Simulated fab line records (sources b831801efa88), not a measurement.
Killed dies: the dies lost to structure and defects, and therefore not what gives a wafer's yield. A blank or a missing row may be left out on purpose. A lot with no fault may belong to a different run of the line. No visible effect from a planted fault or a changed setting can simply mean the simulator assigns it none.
A struck lot beside a sound one || flow gf180mcu || 41 out of 602 route steps
Sound: the wafers L958.2, L958.4, L958.5. Wafers L968.1, L968.2, L968.4 were the ones struck. The cause is given at the end.
Each step with rows lists, per side, the tool, then ch with its chambers, then its first start. Under that, the readings that differ: sound wafers || struck wafers || difference of the means || sigmas: that difference in standard deviations of wafers without a fault.
alike: same words and numbers on both sides, and readings whose means sit less than 2 such deviations apart. not compared: any withheld reading, any reading some wafer has no value for, any bound like >300 that may hide the same value, and any number with overlapping values for which the record gives no deviation.
A row with sigmas, a row that says differs or no value, or rows on one side alone: a step with any of these is where the two part. When numbers do not overlap yet have no deviation, they are printed without sigmas and do not part them. Lack of a reading on every wafer of one side parts them only where that side has two or more wafers.

GF_V4_RS_MEAS_24: uses a four-point probe to measure.
  sound: film metro-01 at day 27 11:29; struck: film metro-03 at day 30 01:51
  alike: V4_W_RS
GF_V4_THK_MEAS_25: measures by xrf.
  sound: film metro-01 at day 27 11:36; struck: film metro-03 at day 30 01:58
  alike: V4_W_THK
GF_V4_CMP_26: polishes, stops on SiO2, t overpolish 15 s, target thk 0 nm.
  sound on cmp-02 ch 0,1, day 27 11:42; struck on cmp-02 ch 0,1,3, day 30 02:02
  alike: motor current A, overpolish run s, retaining ring pressure frac, time to endpoint s
then, 3 steps without rows for these wafers: GF_MIM_SPUTTER_00 (material Ti, target thk 37.5 nm, time 150 s); GF_MIM_SPUTTER_01 (material TiN, target thk 30 nm, time 25 s); GF_MIM_SPUTTER_02 (material AlCu, target thk 450 nm, time 23.9 s).
GF_MIM_SPUTTER_03: material Ti, target thk 10 nm, time 6.7 s.
  sound: pvd sputter-01 at day 27 12:07; struck: pvd sputter-01 at day 30 02:29
  alike: throttle valve pct
GF_MIM_SPUTTER_04: material TiN, target thk 50 nm, time 41.7 s.
  sound: pvd sputter-01 at day 27 12:08; struck: pvd sputter-01 at day 30 02:31
  alike: throttle valve pct
GF_MIM_CVD_05: deposits Si3N4, target thk 42 nm, time 29.086 s.
  sound on pecvd-03 ch 0,1, day 27 12:10; struck on pecvd-02 ch 1,2, day 30 02:33
  alike: heater power w, susceptor temp C
GF_MIM_THK_MEAS_06:
  sound: film metro-02 at day 27 12:13; struck: film metro-01 at day 30 02:35
  alike: MIM_CVD_05_THK
then, 2 steps without rows for these wafers: GF_MIM_SPUTTER_07 (material TiN, target thk 60 nm, time 50 s); GF_MIM_SPUTTER_08 (material AlCu, target thk 200 nm, time 10.6 s).
GF_MIM_SPUTTER_09: material TiN, target thk 35 nm, time 29.2 s.
  sound: pvd sputter-02 at day 27 12:20; struck: pvd sputter-02 at day 30 02:43
{"reading": "model.TiN_of_MIM_SPUTTER_09.thk nm (nm)", "sound": "35.03 35.2 35.6", "struck": "28.55 28.88 29.04", "difference": -6.45, "sigmas": ""}
  alike: throttle valve pct
GF_MIM_RS_MEAS_10: uses a four-point probe to measure.
  sound: film metro-01 at day 27 12:23; struck: film metro-03 at day 30 02:44
  alike: MIM_ALCU_RS
GF_MIM_THK_MEAS_11: measures by xrf.
  sound: film metro-01 at day 27 12:30; struck: film metro-03 at day 30 02:52
{"reading": "MIM_ALCU_THK (nm)", "sound": "194.3 197.6 199.3", "struck": "198.9 203.2 205.5", "difference": "+5.5", "sigmas": "+2"}
then, 18 steps without rows for these wafers: GF_MIM_DEHYDRATE_12 (time 60 s); GF_MIM_HMDS_13 (prime time 60 s); GF_MIM_COAT_14 (resist thk 1000 nm); GF_MIM_SOFTBAKE_15 (time 60 s); GF_MIM_EXPOSE_16 (exposes mask FuseTop, target cd 2000 nm); GF_MIM_PEB_17; GF_MIM_DEVELOP_18 (develop time 60 s); GF_MIM_METAL_ETCH_19 (etches the open film in Cl2/BCl3, stops on Si3N4, target depth 324.5 nm, time 54.1 s); GF_MIM_STRIP_20 (strips in O2/N2); GF_MIM_STRIP_21 (strips in post etch residue remover, time 1200 s); GF_MIM_CLEAN_22 (cleans in DIW); GF_M5_DEHYDRATE_00 (time 60 s); GF_M5_HMDS_01 (prime time 60 s); GF_M5_COAT_02 (resist thk 1000 nm); GF_M5_SOFTBAKE_03 (time 60 s); GF_M5_EXPOSE_04 (exposes mask Metal5, target cd 280 nm); GF_M5_PEB_05 (peb time 90 s); GF_M5_DEVELOP_06 (develop time 60 s).
GF_M5_CD_MEAS_07 targets a cd of 280 nm.
  sound: cd sem-02 at day 29 03:53; struck: cd sem-01 at day 31 15:52
  alike: cd nm
GF_M5_OVL_MEAS_08:
  sound: overlay-02 at day 29 03:59; struck: overlay-01 at day 31 15:59
  alike: M5_OVL
GF_M5_ETCH_09: etches Si3N4 in CF4/O2, target depth 52 nm, time 11.6 s.
  sound on rie diel-03 ch 1,2,3, day 29 04:01; struck on rie diel-02 ch 1,2,3, day 31 16:01
  alike: drypump motor current A, oes product au, throttle valve pct
  not compared: rf hours counter h
then, 2 steps without rows for these wafers: GF_M5_METAL_ETCH_10 (etches the open film in Cl2/BCl3, stops on SiO2, target depth 627.5 nm, time 104.6 s); GF_M5_STRIP_11 (strips in O2/N2).
GF_M5_STRIP_12: strips in post etch residue remover, time 1200 s.
  sound on wet bench-04 ch 0, day 29 04:16; struck on wet bench-01 ch 0, day 31 16:16
{"reading": "model.TiN_of_MIM_SPUTTER_09.thk nm (nm)", "sound": "34.19 34.36 34.76", "struck": "27.69 28.02 28.19", "difference": -6.47, "sigmas": ""}
then, 1 step without rows for these wafers: GF_M5_CLEAN_13 (cleans in DIW).
-- the record jumps here: 2 days lie between the struck wafers' starts before and after (it left off in module M5 and takes up again in module PASSIVATION, whose first step shown is number 602 of the route) --
GF_PASSIVATION_PROBE_99:
  only the struck wafers here have rows in the record (prober-01, day 33 22:13); the sound ones have none

## WHERE THEY PART
Earliest at GF_MIM_THK_MEAS_11; latest, in this record, at GF_PASSIVATION_PROBE_99.

WHY: the cause the simulator had injected
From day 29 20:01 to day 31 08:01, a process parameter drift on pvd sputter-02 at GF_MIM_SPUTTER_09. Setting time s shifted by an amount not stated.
